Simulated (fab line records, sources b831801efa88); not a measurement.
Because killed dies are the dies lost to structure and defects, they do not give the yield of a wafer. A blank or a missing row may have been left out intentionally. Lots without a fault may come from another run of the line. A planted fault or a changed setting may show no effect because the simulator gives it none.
Which of the tools did it? | flow sky130 | 6 lots, 18 wafers sampled, at 2 steps of a route of 708

== WHAT THE GAUGES READ, wafer by wafer ==
SKY_VIA3_RS_MEAS_22: measures by four-point-probe.
lot  | measured     | on            | VIA3_W_RS (ohm/sq)
L515 | day 40 12:02 | film-metro-02 | 0.296 0.295 0.294
L518 | day 41 17:21 | film-metro-02 | 0.297 0.294 0.285
L522 | day 42 11:50 | film-metro-03 | 0.295 0.293 0.291
L524 | day 43 05:19 | film-metro-03 | 0.301 0.299 0.298
L529 | day 44 19:58 | film-metro-03 | 0.157 0.157 0.157
L535 | day 45 23:44 | film-metro-04 | 0.296 0.297 0.298

== TOOL THAT RAN EACH LOT (tool first, then ch and the chambers of the sampled wafers, then the start) ==
lot  | SKY_VIA3_CVD_21
L515 | cvd-w-01 ch 0,1, day 40 11:54
L518 | cvd-w-01 ch 0,1, day 41 17:14
L522 | cvd-w-01 ch 0,1, day 42 11:42
L524 | cvd-w-02 ch 0, day 43 05:12
L529 | cvd-w-01 ch 1, day 44 19:44
L535 | cvd-w-02 ch 0,1, day 45 23:35
- SKY_VIA3_CVD_21: deposits W, target thk 390 nm, time 117.31 s.

== THE ANSWER, worked out from the rows above alone ==
Rule: usual is defined by the lots themselves. The widest of any qualifying gaps counts: lots, ordered by their means at a reading, are off when they make up no more than a third of the lots, leave a main group of 4 or more, and stand apart from it by 3 or more times the standard deviation of that group's means. A main group whose means are all the same, to the digits that the tables above print for the reading, isn't used. Also off: a lot with no number at a reading for which 4 or more lots have one. The other lots that the step has rows for count as sound.
Off: L529, at SKY_VIA3_RS_MEAS_22 (VIA3_W_RS). The main group: mean 0.295 ohm/sq, standard deviation 0.0027.
A tool fits if, at a process step before that reading, it ran every lot that is off, and no sound lot after the first of them. Gauges at SKY_VIA3_RS_MEAS_22: tried the same way as those tools. 2 tools fit, cvd-w-01 at SKY_VIA3_CVD_21 and film-metro-03 at SKY_VIA3_RS_MEAS_22, so this cannot tell which one it is.

== WHAT THE SIMULATOR PUT IN ==
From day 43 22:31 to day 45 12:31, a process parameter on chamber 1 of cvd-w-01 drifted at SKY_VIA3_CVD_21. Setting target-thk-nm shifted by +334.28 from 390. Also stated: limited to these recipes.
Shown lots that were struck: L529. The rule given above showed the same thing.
